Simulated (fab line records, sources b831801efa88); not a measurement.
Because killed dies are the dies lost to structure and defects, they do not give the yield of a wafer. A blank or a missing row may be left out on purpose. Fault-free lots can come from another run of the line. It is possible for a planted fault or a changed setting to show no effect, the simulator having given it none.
A struck lot beside a sound one | flow sky130 | 34 steps out of a route of 708
Sound: wafers L686.1, L686.2, L686.5. Wafers L683.1, L683.4, L683.5 were the ones struck. The cause is named last.
Per side, at each step with rows, come the tool, then ch with its chambers, and then its first start. Under that, the readings that differ: sound wafers | struck wafers | difference of the means | sigmas: that difference in standard deviations of wafers without a fault.
alike: readings whose means differ by less than 2 such deviations, and words and numbers that are the same on both sides. not compared: withheld readings, readings that some wafer has no value for, bounds like >300 that may hide the same value, and numbers for which the record gives no deviation and whose values overlap.
The two part at a step that has a row with sigmas, a row that says differs or no value, or rows on one side only. When numbers do not overlap yet have no deviation, they are printed without sigmas and do not part them. A reading missing from all wafers of one side parts the sides only when that side holds two or more wafers.

first, 10 steps without rows for these wafers: SKY_NWELL_SOFTBAKE_06; SKY_NWELL_EXPOSE_07 (exposes mask NWM, target cd 840 nm); SKY_NWELL_PEB_08; SKY_NWELL_DEVELOP_09 (develop time 60 s); SKY_NWELL_IMPLANT_11; SKY_NWELL_IMPLANT_12; SKY_NWELL_IMPLANT_13; SKY_NWELL_STRIP_14 (strips in O2/N2); SKY_NWELL_DEHYDRATE_16 (time 60 s); SKY_NWELL_HMDS_17 (prime time 60 s).
SKY_NWELL_COAT_18: resist thk 3000 nm.
  sound on lithoTrack-04 ch 0, day 8 02:22; struck on lithoTrack-02 ch 0, day 7 09:43
reading                                | sound          | struck         | difference | sigmas
model.coat_of_NWELL_COAT_18.thkNm (nm) | 3001 2997 2999 | 1293 1293 1291 | -1707      | 
  alike: exhaustPa, resistLineTempC
then, 3 steps without rows for these wafers: SKY_NWELL_SOFTBAKE_19; SKY_NWELL_EXPOSE_20 (exposes mask NWM COMPLEMENT, target cd 840 nm); SKY_NWELL_PEB_21.
SKY_NWELL_DEVELOP_22: develop time 57.51 s.
  sound: lithoTrack-01 ch 0; struck: lithoTrack-01 ch 0
reading                                | sound             | struck            | difference | sigmas
model.coat_of_NWELL_COAT_18.thkNm (nm) | 2997 2993 2995    | 1289 1289 1287    | -1707      | 
model.NWELL.cdNm (nm)                  | 829.9 832.1 830.7 | 977.8 977.8 979.7 | +147.5     | 
  alike: exhaustPa, resistLineTempC
next, for these wafers, 1 step has no rows: SKY_NWELL_IMPLANT_24.
SKY_NWELL_STRIP_25: strips in O2/N2.
  sound on plasmaAsher-03 ch 0,1, day 8 12:51; struck on plasmaAsher-01 ch 0,1, day 7 19:45
reading                  | sound             | struck            | difference | sigmas
stripTimeToEndpointS (s) | 36.93 36.90 36.92 | 16.93 16.94 16.91 | -19.99     | -99 or more
  alike: drypumpMotorCurrentA, oesProductAu
  not compared: rfHoursCounterH
then, 15 steps without rows for these wafers: SKY_NWELL_CLEAN_27 (cleans in SC1/SC2, time 150 s); SKY_NWELL_RTA_28 (time 30 s); SKY_VT_ADJUST_HVTP_DEHYDRATE_00 (time 60 s); SKY_VT_ADJUST_HVTP_HMDS_01 (prime time 60 s); SKY_VT_ADJUST_HVTP_COAT_02 (resist thk 1140 nm); SKY_VT_ADJUST_HVTP_SOFTBAKE_03 (time 60 s); SKY_VT_ADJUST_HVTP_EXPOSE_04 (exposes mask HVTPM, target cd 380 nm); SKY_VT_ADJUST_HVTP_PEB_05; SKY_VT_ADJUST_HVTP_DEVELOP_06 (develop time 57.7 s); SKY_VT_ADJUST_HVTP_IMPLANT_09; SKY_VT_ADJUST_HVTP_STRIP_10 (strips in O2/N2); SKY_VT_ADJUST_LVTN_DEHYDRATE_00 (time 60 s); SKY_VT_ADJUST_LVTN_HMDS_01 (prime time 60 s); SKY_VT_ADJUST_LVTN_COAT_02 (resist thk 3000 nm); SKY_VT_ADJUST_LVTN_SOFTBAKE_03.
-- the record jumps here: 29 days lie between the struck wafers' starts before and after (it left off in module VT_ADJUST_LVTN and takes up again in module VIA1, whose first step shown is number 472 of the route) --
SKY_VIA1_ETCH_14: etches BARC in N2/H2, stops on SiO2, time 45.9 s, target depth 60 nm.
  sound on rieDiel-04 ch 0,1,2, day 38 02:56; struck on rieDiel-01 ch 0,1,3, day 37 03:59
reading              | sound             | struck            | difference | sigmas
model.VIA1.cdNm (nm) | 148.4 146.3 148.4 | 160.2 161.4 160.8 | +13.1      | 
  alike: drypumpMotorCurrentA, oesProductAu, rfFwdPowerW, throttleValvePct
  not compared: rfHoursCounterH
-- the record jumps here: 11 days lie between the struck wafers' starts before and after (it left off in module VIA1 and takes up again in module PAD_OPEN, whose first step shown is number 708 of the route) --
SKY_PAD_OPEN_PROBE_99:
  sound: prober-01 at day 48 22:56; struck: prober-01 at day 48 05:47
reading                              | sound                         | struck                        | difference | sigmas
model.etest.pfet_16v.rOnOhmUm        | 1.635e+04 1.54e+04 1.536e+04  | 1.432e+04 1.468e+04 1.436e+04 | -1.250e+03 | 
model.etest.nfet_16v.rOnOhmUm        | 1.422e+04 1.419e+04 1.412e+04 | 1.486e+04 1.511e+04 1.5e+04   | +8.133e+02 | 
model.etest.resIsoPwell.widthNm (nm) | 2632 2637 2634                | 2789 2795 2796                | +159       | 
model.etest.resNwell.lineOhmUm       | 1168 1084 1098                | 1189 1232 1211                | +94        | 
model.etest.resNwell.widthNm (nm)    | 860.2 854.6 852.5             | 777 776.6 775.8               | -79        | 
model.etest.pfet_16v.driveUaUm       | 232.3 246.5 243.8             | 263.2 255.8 261.9             | +19.4      | 
model.etest.nfet_16v.driveUaUm       | 221 222.3 224.8               | 218 213.8 213.9               | -7         | 
model.etest.via1Chain.rcOhm          | 17.13 16.64 16.77             | 15.79 14.89 13.81             | -2.02      | 
  alike: killed_at_M0_to_M3, killed_at_M4_up, killedAtContacts, killedAtFrontEnd, killedAtOther, killedDies, killedOnRim, killedOpen, killedShort

## WHERE THEY PART
Within this record, at SKY_NWELL_STRIP_25 only. Later steps at which nothing parts them and some readings are alike: SKY_VIA1_ETCH_14, SKY_PAD_OPEN_PROBE_99.

WHY: what the simulator had put in
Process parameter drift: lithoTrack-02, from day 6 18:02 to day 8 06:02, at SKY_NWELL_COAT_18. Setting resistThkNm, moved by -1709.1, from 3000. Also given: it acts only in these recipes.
